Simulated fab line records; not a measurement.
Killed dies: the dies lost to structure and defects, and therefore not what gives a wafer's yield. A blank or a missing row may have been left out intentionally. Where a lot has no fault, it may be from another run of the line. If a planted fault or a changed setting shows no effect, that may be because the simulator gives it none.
fab line records	flow sky130
record lots=5	wafers=15	lastDay=49
route steps=708 shown VIA2@525 METAL3@532 CAPM@537 PAD_OPEN@708
lots that met no fault: from a run of the same line without faults
startH: hours from the record's first day to the start of the lot's first wafer shown	waitH: hours since the lot's step before	" the same as in the row above	L1.1+2: several wafers, shown together as one row	- value missing, or start not given	* or withheld: withheld	< > ~ a bound
route shown NAME@n: NAME is a module with steps in the file, n the number in the route of the first one	usual: average and standard deviation across the fault-free wafers	same: alike in all rows	chamber/n: place in a boat	sites: readings site by site	_std_site: standard deviation across them	_edge_site: mean of outer sites minus mean of inner sites	radiusMm: for every site, how far away it sits from the centre of the wafer	mask NAME#n: copy n	behind: tool/chamber where the wafer was last shaped	hold: why the lot was held/for how many hours/how that ended	device: whichever transistor did not switch (one of n, p or np)	end of line: tests of these same wafers at the route's end	a step with no rows: only its recipe	killed: at the first sort, the dies lost to defects and structure; wafer yield is something else	map: per-die view of a wafer (x killed, . not killed, _ where there is no die)
set.NAME: the setting the step ran with; set.NAME@STEP: the setting that earlier step ran with	model.NAME: the simulator's own value behind a step, which no gauge read
lots seen at some steps along the route; tables by step, rows by wafer
services: when a tool's chamber went out of use (startH, in hours from the record's first day, below 0 if earlier), for how many hours, and the reason
## steps
# step SKY_VIA2_CLEAN_18
# recipe chemistry=IPA	timeS=180	tempC=25
# step SKY_VIA2_CLEAN_19
# recipe chemistry=O3/DIW	dry=n2Spin
# step SKY_VIA2_SPUTTER_20
# recipe material=TiN	targetThkNm=20	chamberPressurePa=5	powerW=4000	timeS=80
# usual throttleValvePct=30.0/1.1
lot.wafer	tool	chamber	startH	waitH	throttleValvePct
L903.2	pvdSputter-04	-	900.24	0.0	30.9
L903.5	"	-	"	"	29.5
L903.6	"	-	"	"	30.3
L911.1	pvdSputter-04	-	951.60	0.0	30.2
L911.3	"	-	"	"	29.3
L911.5	"	-	"	"	30.4
L912.3	pvdSputter-03	-	966.71	0.0	30.6
L912.4	"	-	"	"	32.0
L912.5	"	-	"	"	28.4
L915.1	pvdSputter-02	-	977.69	0.0	29.2
L915.5	"	-	"	"	28.6
L915.6	"	-	"	"	29.4
L916.1	pvdSputter-02	-	989.13	0.0	31.6
L916.4	"	-	"	"	28.0
L916.6	"	-	"	"	29.4
# step SKY_VIA2_CVD_21
# recipe material=W	targetThkNm=420	timeS=126.4	tempC=400	pressureTorr=40
# step SKY_VIA2_RS_MEAS_22
# recipe thkMeasGauge=four-point-probe	reads=W_of_VIA2_CVD_21+TiN_of_VIA2_SPUTTER_20
# usual VIA2_W_RS=0.271/0.0034
lot.wafer	tool	chamber	startH	waitH	VIA2_W_RS[ohm/sq]
L903.2	filmMetro-03	-	900.46	0.1	0.274
L903.5	"	-	"	"	0.275
L903.6	"	-	"	"	0.270
L911.1	filmMetro-03	-	951.83	0.1	0.271
L911.3	"	-	"	"	0.268
L911.5	"	-	"	"	0.271
L912.3	filmMetro-04	-	966.94	0.1	0.265
L912.4	"	-	"	"	0.272
L912.5	"	-	"	"	0.271
L915.1	filmMetro-03	-	977.88	0.1	0.273
L915.5	"	-	"	"	0.264
L915.6	"	-	"	"	0.274
L916.1	filmMetro-03	-	989.32	0.1	0.273
L916.4	"	-	"	"	0.266
L916.6	"	-	"	"	0.268
# step SKY_VIA2_THK_MEAS_23
# recipe thkMeasGauge=xrf	reads=W_of_VIA2_CVD_21
# usual VIA2_W_THK=434/7.7
lot.wafer	tool	chamber	startH	waitH	VIA2_W_THK[nm]
L903.2	filmMetro-03	-	900.57	0.1	430
L903.5	"	-	"	"	430
L903.6	"	-	"	"	438
L911.1	filmMetro-03	-	951.95	0.1	435
L911.3	"	-	"	"	444
L911.5	"	-	"	"	437
L912.3	filmMetro-04	-	967.04	0.1	444
L912.4	"	-	"	"	433
L912.5	"	-	"	"	435
L915.1	filmMetro-03	-	978.00	0.1	436
L915.5	"	-	"	"	455
L915.6	"	-	"	"	434
L916.1	filmMetro-03	-	989.44	0.1	432
L916.4	"	-	"	"	444
L916.6	"	-	"	"	441
# step SKY_VIA2_CMP_24
# recipe stopOn=SiO2	tOverpolishS=20	downForcePsi=3.5	platenRpm=60	targetThkNm=0	padVelocityMS=0.94248
# step SKY_METAL3_SPUTTER_00
# recipe material=Ti	targetThkNm=15	powerW=3000	timeS=10	chamberPressurePa=0.4
# step SKY_METAL3_SPUTTER_01
# recipe material=TiN	targetThkNm=20	powerW=6500	timeS=16.7	chamberPressurePa=0.4
# step SKY_METAL3_SPUTTER_02
# recipe material=AlCu	targetThkNm=735	powerW=10600	timeS=39.1	chamberPressurePa=0.4
# step SKY_METAL3_SPUTTER_03
# recipe material=Ti	targetThkNm=5	powerW=3000	timeS=3.3	chamberPressurePa=0.4
# usual throttleValvePct=30.4/1.2
lot.wafer	tool	chamber	startH	waitH	throttleValvePct
L903.2	pvdSputter-01	-	901.00	0.0	30.5
L903.5	"	-	"	"	30.4
L903.6	"	-	"	"	28.9
L911.1	pvdSputter-01	-	952.40	0.0	30.1
L911.3	"	-	"	"	30.4
L911.5	"	-	"	"	30.0
L912.3	pvdSputter-01	-	967.46	0.0	28.7
L912.4	"	-	"	"	30.3
L912.5	"	-	"	"	30.3
L915.1	pvdSputter-03	-	978.45	0.0	30.7
L915.5	"	-	"	"	32.1
L915.6	"	-	"	"	30.9
L916.1	pvdSputter-03	-	989.89	0.0	30.8
L916.4	"	-	"	"	28.5
L916.6	"	-	"	"	32.2
# step SKY_METAL3_SPUTTER_04
# recipe material=TiN	targetThkNm=70	powerW=6500	timeS=58.3	chamberPressurePa=0.4
# step SKY_CAPM_CVD_00
# recipe material=SiO2	targetThkNm=15.5	tempC=400	timeS=withheld	rfW=450
# usual heaterPowerOuterW=412/84	heaterPowerW=686/110	rfFwdPowerW=441.8/2.8
lot.wafer	tool	chamber	startH	waitH	heaterPowerOuterW	heaterPowerW	rfFwdPowerW	model.SiO2_of_CAPM_CVD_00.thkNm
L903.2	pecvd-04	2	901.07	0.0	430	755	442.4	15.82
L903.5	"	2	"	"	417	761	442.5	15.74
L903.6	"	1	"	"	546	799	444.8	16.01
L911.1	pecvd-03	1	952.47	0.0	386	683	446.7	15.5
L911.3	"	2	"	"	281	551	440.5	15.6
L911.5	"	1	"	"	400	701	447.3	15.76
L912.3	pecvd-01	2	967.54	0.0	408	637	439.5	15.73
L912.4	"	1	"	"	292	502	442.2	15.91
L912.5	"	2	"	"	391	656	439.3	15.78
L915.1	pecvd-01	0	978.51	0.0	498	848	442.4	15.37
L915.5	"	0	"	"	482	817	442.4	15.39
L915.6	"	2	"	"	487	738	440.9	15.88
L916.1	pecvd-04	1	989.95	0.0	571	839	445.0	15.51
L916.4	"	2	"	"	419	742	439.9	15.51
L916.6	"	0	"	"	415	714	438.9	15.58
# step SKY_CAPM_THK_MEAS_01
# recipe reads=SiO2_of_CAPM_CVD_00
# usual CAPM_CVD_00_THK=15.51/0.22
lot.wafer	tool	chamber	startH	waitH	CAPM_CVD_00_THK[nm]
L903.2	filmMetro-04	-	901.10	-	15.89
L903.5	"	-	"	"	15.74
L903.6	"	-	"	"	16.03
L911.1	filmMetro-04	-	952.49	-	15.52
L911.3	"	-	"	"	15.61
L911.5	"	-	"	"	15.78
L912.3	filmMetro-04	-	967.58	-	15.76
L912.4	"	-	"	"	15.89
L912.5	"	-	"	"	15.78
L915.1	filmMetro-01	-	978.53	-	15.43
L915.5	"	-	"	"	15.39
L915.6	"	-	"	"	15.87
L916.1	filmMetro-01	-	989.98	-	15.51
L916.4	"	-	"	"	15.55
L916.6	"	-	"	"	15.61
# step SKY_CAPM_SPUTTER_02
# recipe material=TiN	targetThkNm=200	tempC=300	powerW=6500	timeS=166.7	chamberPressurePa=0.4
# usual throttleValvePct=29.9/1.2
lot.wafer	tool	chamber	startH	waitH	throttleValvePct
L903.2	pvdSputter-02	-	901.15	0.0	31.5
L903.5	"	-	"	"	29.0
L903.6	"	-	"	"	31.7
L911.1	pvdSputter-02	-	952.55	0.1	29.0
L911.3	"	-	"	"	28.8
L911.5	"	-	"	"	32.0
L912.3	pvdSputter-03	-	967.62	0.0	28.3
L912.4	"	-	"	"	30.8
L912.5	"	-	"	"	30.7
L915.1	pvdSputter-01	-	978.59	0.1	31.1
L915.5	"	-	"	"	30.0
L915.6	"	-	"	"	30.1
L916.1	pvdSputter-01	-	990.04	0.1	31.2
L916.4	"	-	"	"	30.4
L916.6	"	-	"	"	30.1
# step SKY_CAPM_RS_MEAS_03
# recipe thkMeasGauge=four-point-probe	reads=TiN_of_CAPM_SPUTTER_02
# usual CAPM_TIN_RS=6.91/0.063
lot.wafer	tool	chamber	startH	waitH	CAPM_TIN_RS[ohm/sq]
L903.2	filmMetro-02	-	901.28	0.1	6.93
L903.5	"	-	"	"	6.92
L903.6	"	-	"	"	6.89
L911.1	filmMetro-04	-	952.66	0.1	6.78
L911.3	"	-	"	"	6.82
L911.5	"	-	"	"	6.88
L912.3	filmMetro-02	-	967.77	0.1	6.86
L912.4	"	-	"	"	6.93
L912.5	"	-	"	"	6.92
L915.1	filmMetro-02	-	978.70	0.1	6.95
L915.5	"	-	"	"	6.99
L915.6	"	-	"	"	6.97
L916.1	filmMetro-02	-	990.14	0.1	7.06
L916.4	"	-	"	"	6.98
L916.6	"	-	"	"	7.01
# step SKY_CAPM_THK_MEAS_04
# recipe thkMeasGauge=xrf	reads=TiN_of_CAPM_SPUTTER_02
# usual CAPM_TIN_THK=197.3/2
lot.wafer	tool	chamber	startH	waitH	CAPM_TIN_THK[nm]
L903.2	filmMetro-02	-	901.39	0.1	199.0
L903.5	"	-	"	"	199.3
L903.6	"	-	"	"	198.8
L911.1	filmMetro-04	-	952.78	0.1	199.0
L911.3	"	-	"	"	196.7
L911.5	"	-	"	"	196.4
L912.3	filmMetro-02	-	967.87	0.1	200.1
L912.4	"	-	"	"	198.7
L912.5	"	-	"	"	199.5
L915.1	filmMetro-02	-	978.82	0.1	197.3
L915.5	"	-	"	"	196.5
L915.6	"	-	"	"	196.7
L916.1	filmMetro-02	-	990.26	0.1	194.6
L916.4	"	-	"	"	196.6
L916.6	"	-	"	"	196.4
# step SKY_CAPM_DEHYDRATE_05
# recipe tempC=200	timeS=60
# step SKY_CAPM_HMDS_06
# recipe primeTimeS=60	primeTempC=120
# step SKY_CAPM_COAT_07
# recipe resist=NOVOLAK	spinRpm=3000	resistThkNm=1140
# step SKY_CAPM_SOFTBAKE_08
# recipe tempC=90	timeS=60	resist=NOVOLAK
# step SKY_CAPM_EXPOSE_09
# recipe maskId=CAPM	na=0.6	sourceShape=conventional	sigmaOuter=0.6	polarization=unpolarized	targetCdNm=1000	doseMj=159
# step SKY_CAPM_PEB_10
# recipe tempC=withheld	timeS=*	resist=NOVOLAK
# step SKY_CAPM_DEVELOP_11
# recipe resist=NOVOLAK	developer=TMAH	developTimeS=60	devTempC=23
# step SKY_CAPM_OVL_MEAS_12
# usual CAPM_OVL=-0.3/1.3
lot.wafer	tool	chamber	startH	waitH	CAPM_OVL[nm]
L903.2	overlay-01	-	924.94	0.1	0.4
L903.5	"	-	"	"	0.0
L903.6	"	-	"	"	-1.3
L911.1	overlay-01	-	976.47	0.1	-1.4
L911.3	"	-	"	"	-1.7
L911.5	"	-	"	"	-2.3
L912.3	overlay-02	-	991.10	0.1	-3.6
L912.4	"	-	"	"	-4.3
L912.5	"	-	"	"	-3.4
L915.1	overlay-02	-	1001.77	0.1	-1.0
L915.5	"	-	"	"	-0.8
L915.6	"	-	"	"	-0.9
L916.1	overlay-02	-	1013.28	0.1	1.2
L916.4	"	-	"	"	1.0
L916.6	"	-	"	"	1.0
# step SKY_CAPM_METAL_ETCH_13
# recipe targetDepthNm=220	stopOn=SiO2	chemistry=Cl2/BCl3	target=TiN	pressureMtorr=10	icpW=900	biasW=48.5	Cl2_flow_sccm=60	bcl3FlowSccm=30	timeS=62.9
# usual chamberPressureMTorr=9.999/0.0079	drypumpMotorCurrentA=5.5/0.59	oesProductAu=0.941/0.0069	rfFwdPowerW=893/3.3	throttleValvePct=21.901/0.01
lot.wafer	tool	chamber	startH	waitH	chamberPressureMTorr	drypumpMotorCurrentA	oesProductAu	rfFwdPowerW	rfHoursCounterH	throttleValvePct
L903.2	rieMetal-02	1	924.97	0.0	9.999	4.8	0.938	897	0	21.895
L903.5	"	0	"	"	9.986	5.2	0.941	894	-	21.900
L903.6	"	1	"	"	9.993	4.8	0.944	896	-	21.883
L911.1	rieMetal-01	1	976.50	0.0	9.985	5.9	0.950	890	6	21.875
L911.3	"	0	"	"	9.986	6.0	0.944	898	-	21.909
L911.5	"	0	"	"	9.992	6.0	0.946	897	-	21.897
L912.3	rieMetal-01	0	991.15	0.0	9.998	6.1	0.944	894	-	21.884
L912.4	"	1	"	"	10.003	5.9	0.943	892	-	21.909
L912.5	"	0	"	"	9.996	6.1	0.938	896	-	21.900
L915.1	rieMetal-03	1	1001.80	0.0	9.989	6.7	0.940	890	12	21.886
L915.5	"	0	"	"	10.005	5.4	0.937	893	-	21.903
L915.6	"	1	"	"	10.000	6.7	0.940	891	-	21.901
L916.1	rieMetal-02	0	1013.32	0.0	10.008	5.2	0.925	890	16	21.907
L916.4	"	0	"	"	10.010	5.2	0.929	893	-	21.892
L916.6	"	0	"	"	9.995	5.2	0.933	889	-	21.914
# step SKY_CAPM_STRIP_14
# recipe chemistry=O2/N2	powerW=1400	pressureMtorr=1500	platenTempC=withheld	o2FlowSccm=3000	n2FlowSccm=300	overashFraction=0.5
# usual chamberPressureMTorr=1499.9/1.4	drypumpMotorCurrentA=5.6/0.34	oesProductAu=0.710/0.0046	stripTimeToEndpointS=12.66/0.042
lot.wafer	tool	chamber	startH	waitH	chamberPressureMTorr	drypumpMotorCurrentA	oesProductAu	rfHoursCounterH	stripTimeToEndpointS
L903.2	plasmaAsher-03	1	925.05	0.1	1498.4	5.9	0.702	46	12.72
L903.5	"	1	"	"	1500.2	5.9	0.718	-	12.66
L903.6	"	0	"	"	1499.8	5.5	0.713	-	12.70
L911.1	plasmaAsher-03	1	976.58	0.1	1501.5	5.9	0.708	51	12.75
L911.3	"	1	"	"	1502.3	5.9	0.713	-	12.73
L911.5	"	0	"	"	1498.9	5.5	0.718	-	12.71
L912.3	plasmaAsher-01	1	991.23	0.1	1498.8	5.4	0.711	-	12.65
L912.4	"	0	"	"	1496.2	6.0	0.713	-	12.67
L912.5	"	1	"	"	1498.4	5.5	0.700	-	12.70
L915.1	plasmaAsher-01	0	1001.88	0.1	1499.2	5.9	0.718	24	12.61
L915.5	"	0	"	"	1499.2	5.9	0.710	-	12.63
L915.6	"	1	"	"	1500.2	5.4	0.713	-	12.66
L916.1	plasmaAsher-03	1	1013.40	0.1	1499.7	5.9	0.709	56	12.59
L916.4	"	1	"	"	1500.4	5.9	0.710	-	12.61
L916.6	"	0	"	"	1498.2	5.5	0.705	-	12.55
# step SKY_CAPM_STRIP_15
# recipe chemistry=postEtchResidueRemover	timeS=1200	tempC=72.5
# step SKY_CAPM_CLEAN_16
# recipe chemistry=IPA	timeS=180	tempC=25
# step SKY_CAPM_CLEAN_17
# recipe chemistry=O3/DIW	dry=n2Spin
# step SKY_METAL3_DEHYDRATE_05
# recipe tempC=200	timeS=60
# step SKY_METAL3_HMDS_06
# recipe primeTimeS=60	primeTempC=120
# step SKY_METAL3_COAT_07
# recipe resist=BARC	tempC=withheld	timeS=withheld	spinRpm=3000	resistThkNm=60
# step SKY_METAL3_COAT_08
# recipe resist=KrF-thick	spinRpm=3000	resistThkNm=1140
# step SKY_METAL3_SOFTBAKE_09
# recipe tempC=100	timeS=90	resist=KrF-thick
# step SKY_METAL3_EXPOSE_10
# recipe maskId=MM3	na=0.68	sourceShape=annular	sigmaInner=0.4	sigmaOuter=0.8	targetCdNm=300	doseMj=28
# step SKY_METAL3_PEB_11
# recipe pebTempC=withheld	pebTimeS=withheld	resist=KrF-thick
# step SKY_METAL3_DEVELOP_12
# recipe developTimeS=60	resist=KrF-thick	devTempC=21
# step SKY_METAL3_CD_MEAS_13
# recipe targetCdNm=300
# usual cdNm=300.2/1.6
lot.wafer	tool	chamber	startH	waitH	cdNm
L903.2	cdSem-02	-	950.55	-	300.8
L903.5	"	-	"	"	301.4
L903.6	"	-	"	"	301.1
L911.1	cdSem-02	-	999.94	-	301.6
L911.3	"	-	"	"	301.0
L911.5	"	-	"	"	301.0
L912.3	cdSem-02	-	1015.03	-	300.1
L912.4	"	-	"	"	299.7
L912.5	"	-	"	"	300.1
L915.1	cdSem-02	-	1025.64	-	297.7
L915.5	"	-	"	"	301.3
L915.6	"	-	"	"	299.8
L916.1	cdSem-02	-	1036.97	-	303.1
L916.4	"	-	"	"	301.5
L916.6	"	-	"	"	302.9
# step SKY_METAL3_OVL_MEAS_14
# usual METAL3_OVL=-3/5.1
lot.wafer	tool	chamber	startH	waitH	METAL3_OVL[nm]
L903.2	overlay-02	-	950.66	0.1	1
L903.5	"	-	"	"	-1
L903.6	"	-	"	"	-3
L911.1	overlay-01	-	1000.06	0.1	-6
L911.3	"	-	"	"	-1
L911.5	"	-	"	"	-2
L912.3	overlay-02	-	1015.12	0.1	1
L912.4	"	-	"	"	9
L912.5	"	-	"	"	0
L915.1	overlay-02	-	1025.76	0.1	1
L915.5	"	-	"	"	2
L915.6	"	-	"	"	5
L916.1	overlay-01	-	1037.09	0.1	-10
L916.4	"	-	"	"	-7
L916.6	"	-	"	"	-10
# step SKY_METAL3_DESCUM_15
# recipe chemistry=O2	sourcePowerW=150	biasPowerW=0	pressureMtorr=10	tempC=40	timeS=8
# step SKY_METAL3_ETCH_16
# recipe chemistry=N2/H2	target=BARC	ionEnergyEv=200	biasW=100	pressureMtorr=30	n2FlowSccm=100	h2FlowSccm=200	icpW=500	stopOn=SiO2	timeS=88.2	targetDepthA=600
# step SKY_METAL3_ETCH_17
# recipe target=SiO2	stopOn=TiN	chemistry=C4F8/O2/Ar	sourceW=1500	biasW=1200	pressureMtorr=40	c4f8FlowSccm=withheld	O2_flow_sccm=6	Ar_flow_sccm=300	timeS=3.9	targetDepthA=150
# usual chamberPressureMTorr=40.00/0.035	oesProductAu=0.754/0.0071	rfFwdPowerW=1465/5.6
lot.wafer	tool	chamber	startH	waitH	chamberPressureMTorr	oesProductAu	rfFwdPowerW	rfHoursCounterH	model.etch.depthNm
L903.2	rieDiel-01	1	950.82	0.1	39.94	0.763	1461	5	15.82
L903.5	"	3	"	"	39.96	0.762	1461	-	15.74
L903.6	"	2	"	"	40.02	0.760	1458	-	16.01
L911.1	rieDiel-01	0	1000.23	0.1	40.00	0.748	1457	17	15.5
L911.3	"	2	"	"	39.95	0.752	1461	16	15.6
L911.5	"	1	"	"	39.95	0.754	1465	-	15.76
L912.3	rieDiel-02	0	1015.28	0.0	39.99	0.757	1467	14	15.73
L912.4	"	1	"	"	39.97	0.764	1464	30	15.91
L912.5	"	1	"	"	39.97	0.760	1464	-	15.78
L915.1	rieDiel-02	2	1025.93	0.1	39.95	0.745	1458	24	15.37
L915.5	"	3	"	"	39.97	0.742	1465	-	15.39
L915.6	"	0	"	"	40.05	0.768	1463	-	15.88
L916.1	rieDiel-02	0	1037.25	0.1	40.02	0.758	1461	15	15.51
L916.4	"	3	"	"	39.95	0.763	1467	23	15.51
L916.6	"	1	"	"	40.06	0.760	1458	-	15.58
# step SKY_PAD_OPEN_PROBE_99
# usual defectLimitedYield=82.2/1.9	killed_at_M0_to_M3=44/7.2	killed_at_M4_up=3.0/1.9	killedAtContacts=25/4.8	killedAtFrontEnd=16/4.2	killedAtOther=0.2/0.44	killedDies=88/9.3	killedOnRim=17/3.6	killedOpen=48/7.1	killedShort=40/6.5	sort_bin_3_pad_short=0.9/0.4	sort_bin_5_function=10.5/1.5	sort_bin_6_memory=6.5/0.98	sortNPass=404/9.3	sortYieldPct=82.2/1.9
# same grossDies=492	killedAtBackSide=0	sort_bin_4_leakage[%]=0	sort_bin_8_speed[%]=0
lot.wafer	tool	chamber	startH	waitH	defectLimitedYield[%]	killed_at_M0_to_M3	killed_at_M4_up	killedAtContacts	killedAtFrontEnd	killedAtOther	killedDies	killedOnRim	killedOpen	killedShort	sort_bin_3_pad_short[%]	sort_bin_5_function[%]	sort_bin_6_memory[%]	sortNPass	sortYieldPct[%]	model.etest.capMim.bvV	model.etest.capMim.cFfUm2
L903.2	prober-01	-	1114.45	0.1	81.9	45	3	27	14	0	89	13	47	42	0.8	11.0	6.3	403	81.9	14.37	2.289
L903.5	prober-01	-	1114.60	0.2	80.9	49	3	25	16	1	94	18	60	34	0.4	10.6	8.1	398	80.9	14.4	2.304
L903.6	prober-01	-	1114.65	0.2	80.9	44	0	31	19	0	94	18	57	37	0.8	12.0	6.3	398	80.9	14.12	2.272
L911.1	prober-01	-	1154.10	0.1	83.7	36	1	29	14	0	80	14	37	43	0.4	8.5	7.3	412	83.7	13.98	2.341
L911.3	prober-01	-	1154.20	0.2	80.5	44	5	26	21	0	96	18	40	56	1.2	11.0	7.3	396	80.5	13.84	2.333
L911.5	prober-01	-	1154.30	0.2	82.5	38	2	36	10	0	86	25	48	38	0.4	8.7	8.3	406	82.5	14.1	2.305
L912.3	prober-02	-	1166.25	0.2	81.7	50	4	21	15	0	90	22	49	41	0.8	11.2	6.3	402	81.7	13.93	2.322
L912.4	prober-02	-	1166.30	0.2	81.9	35	3	29	21	1	89	13	50	39	1.2	10.6	6.3	403	81.9	14.38	2.283
L912.5	prober-02	-	1166.35	0.2	83.7	40	1	27	12	0	80	11	42	38	0.4	9.6	6.3	412	83.7	14.1	2.3
L915.1	prober-01	-	1173.09	0.1	81.9	48	2	24	15	0	89	17	37	52	1.2	9.6	7.3	403	81.9	13.29	2.383
L915.5	prober-01	-	1173.29	0.2	84.8	42	0	23	10	0	75	17	44	31	0.6	9.1	5.5	417	84.8	13.69	2.348
L915.6	prober-01	-	1173.34	0.2	79.3	53	1	31	16	1	102	15	53	49	2.0	10.8	7.9	390	79.3	14.64	2.28
L916.1	prober-02	-	1181.55	0.1	83.9	38	3	21	16	1	79	11	50	29	1.0	8.9	6.1	413	83.9	14.19	2.356
L916.4	prober-02	-	1181.70	0.2	80.9	50	2	25	17	0	94	20	54	40	1.0	11.4	6.7	398	80.9	13.85	2.348
L916.6	prober-02	-	1181.80	0.2	81.7	48	3	23	16	0	90	15	48	42	0.8	11.6	5.9	402	81.7	14.49	2.333
# killed by level:class
L903.2 VIA2:geometricParticle:open=10 CONTACT:geometricParticle:open=10 VIA1:geometricParticle:open=8 LI_CONTACT:geometricParticle:open=7 METAL2:geometricParticle:short=7 CONTACT:geometricParticle:short=6 VIA1:geometricParticle:short=5 VIA3:geometricParticle:open=5
L903.5 VIA1:geometricParticle:open=14 VIA3:geometricParticle:open=12 VIA2:geometricParticle:open=8 CONTACT:geometricParticle:open=7 LI_CONTACT:geometricParticle:open=7 FIELD_ISO:geometricParticle:open=4 LI_CONTACT:geometricParticle:short=4 CONTACT:geometricParticle:short=4
L903.6 VIA3:geometricParticle:open=11 CONTACT:geometricParticle:open=9 VIA2:geometricParticle:open=9 LI_CONTACT:geometricParticle:open=8 VIA1:geometricParticle:open=7 FIELD_ISO:geometricParticle:short=6 LI_CONTACT:geometricParticle:short=5 LOCAL_INTERCONNECT:geometricParticle:short=4
L911.1 LI_CONTACT:geometricParticle:short=7 LI_CONTACT:geometricParticle:open=7 CONTACT:geometricParticle:open=6 VIA1:geometricParticle:short=6 FIELD_ISO:geometricParticle:short=5 CONTACT:geometricParticle:short=5 VIA2:geometricParticle:open=5 VIA3:geometricParticle:open=5
L911.3 FIELD_ISO:geometricParticle:short=9 VIA1:geometricParticle:short=8 CONTACT:geometricParticle:open=7 METAL1:geometricParticle:short=7 VIA1:geometricParticle:open=7 LI_CONTACT:geometricParticle:open=6 LOCAL_INTERCONNECT:geometricParticle:short=6 VIA3:geometricParticle:open=6
L911.5 LOCAL_INTERCONNECT:geometricParticle:short=11 VIA1:geometricParticle:open=10 LI_CONTACT:geometricParticle:open=9 CONTACT:geometricParticle:open=8 METAL1:geometricParticle:short=7 POLY_GATE:geometricParticle:open=6 CONTACT:geometricParticle:short=6 VIA3:geometricParticle:open=6
L912.3 VIA1:geometricParticle:open=10 METAL1:geometricParticle:short=8 CONTACT:geometricParticle:open=8 FIELD_ISO:geometricParticle:open=6 VIA2:geometricParticle:open=6 LOCAL_INTERCONNECT:geometricParticle:short=6 VIA1:geometricParticle:short=5 VIA2:geometricParticle:short=5
L912.4 LI_CONTACT:geometricParticle:open=10 CONTACT:geometricParticle:open=8 FIELD_ISO:geometricParticle:open=7 VIA1:geometricParticle:open=7 FIELD_ISO:geometricParticle:short=6 VIA2:geometricParticle:open=6 CONTACT:geometricParticle:short=5 METAL1:geometricParticle:short=4
L912.5 VIA1:geometricParticle:open=12 CONTACT:geometricParticle:open=10 CONTACT:geometricParticle:short=7 METAL2:geometricParticle:short=5 METAL1:geometricParticle:short=5 VIA1:geometricParticle:short=5 VIA3:geometricParticle:open=5 FIELD_ISO:geometricParticle:short=4
L915.1 CONTACT:geometricParticle:open=11 METAL2:geometricParticle:short=9 METAL1:geometricParticle:short=8 POLY_GATE:geometricParticle:short=5 VIA2:geometricParticle:open=5 VIA2:geometricParticle:short=5 VIA3:geometricParticle:short=5 FIELD_ISO:geometricParticle:short=4
L915.5 VIA1:geometricParticle:open=13 CONTACT:geometricParticle:open=8 METAL1:geometricParticle:short=7 VIA3:geometricParticle:open=7 LI_CONTACT:geometricParticle:open=6 VIA2:geometricParticle:open=5 FIELD_ISO:geometricParticle:short=4 LOCAL_INTERCONNECT:geometricParticle:short=4
L915.6 CONTACT:geometricParticle:open=11 VIA1:geometricParticle:open=11 VIA2:geometricParticle:open=8 METAL1:geometricParticle:short=8 FIELD_ISO:geometricParticle:open=7 LOCAL_INTERCONNECT:geometricParticle:short=5 CONTACT:geometricParticle:short=5 METAL2:geometricParticle:short=5
L916.1 VIA1:geometricParticle:open=15 FIELD_ISO:geometricParticle:open=6 LI_CONTACT:geometricParticle:open=6 CONTACT:geometricParticle:open=6 VIA2:geometricParticle:open=4 FIELD_ISO:geometricParticle:short=4 LI_CONTACT:geometricParticle:short=4 VIA1:geometricParticle:short=4
L916.4 VIA1:geometricParticle:open=14 CONTACT:geometricParticle:open=10 FIELD_ISO:geometricParticle:short=7 LOCAL_INTERCONNECT:geometricParticle:short=7 VIA2:geometricParticle:open=7 VIA3:geometricParticle:open=7 VIA1:geometricParticle:short=5 LI_CONTACT:geometricParticle:open=5
L916.6 VIA2:geometricParticle:open=10 VIA1:geometricParticle:open=8 LI_CONTACT:geometricParticle:open=7 METAL2:geometricParticle:short=7 LOCAL_INTERCONNECT:geometricParticle:short=6 CONTACT:geometricParticle:open=6 VIA3:geometricParticle:open=5 VIA1:geometricParticle:short=5
## services
tool	chamber	startH	hours	kind
pvdSputter-01	-	877.03	2.0	repair
rieMetal-02	1	884.70	-	clean
rieMetal-02	1	884.70	28.8	scheduledDown
rieMetal-02	1	884.70	28.8	ventCycle
pvdSputter-01	-	885.03	1.8	repair
rieDiel-02	0	893.98	4.1	repair
rieMetal-01	0	897.57	11.4	repair
rieDiel-02	3	907.30	4.8	repair
plasmaAsher-01	-	921.10	0.9	repair
rieMetal-02	0	927.23	11.1	repair
pvdSputter-03	0	934.65	-	consumableReplace:kit
pvdSputter-03	0	934.65	18.0	scheduledDown
pvdSputter-03	0	934.65	18.0	ventCycle
rieMetal-02	-	946.12	0.6	repair
pecvd-01	0	954.68	14.5	repair
rieMetal-03	-	957.48	1.4	pm
pecvd-04	2	959.63	5.5	scheduledDown
pvdSputter-01	0	972.91	-	consumableReplace:kit
pvdSputter-01	0	972.91	18.0	scheduledDown
pvdSputter-01	0	972.91	18.0	ventCycle
rieMetal-02	-	976.11	0.2	repair
rieMetal-03	0	978.80	19.5	repair
rieDiel-02	1	1016.19	3.3	repair
plasmaAsher-01	-	1023.27	15.6	pm
## key
firstSign none at tools or gauges
modelEffect step=SKY_CAPM_CVD_00	value=SiO2_of_CAPM_CVD_00.thkNm	without=15.34	struck=15.85
modelEffect step=SKY_METAL3_ETCH_17	value=etch.depthNm	without=15.34	struck=15.85
modelEffect step=SKY_PAD_OPEN_PROBE_99	value=etest.capMim.bvV	without=13.83	struck=14.29
metAt SKY_CAPM_CVD_00
struckWafers L903.2,L903.5,L903.6
fault kind=processParameterDrift	tool=pecvd-04	chamber=-	onsetH=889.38	steps=SKY_CAPM_CVD_00	channel=timeS	offset=withheld	shape=step	endH=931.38	actsIn=*
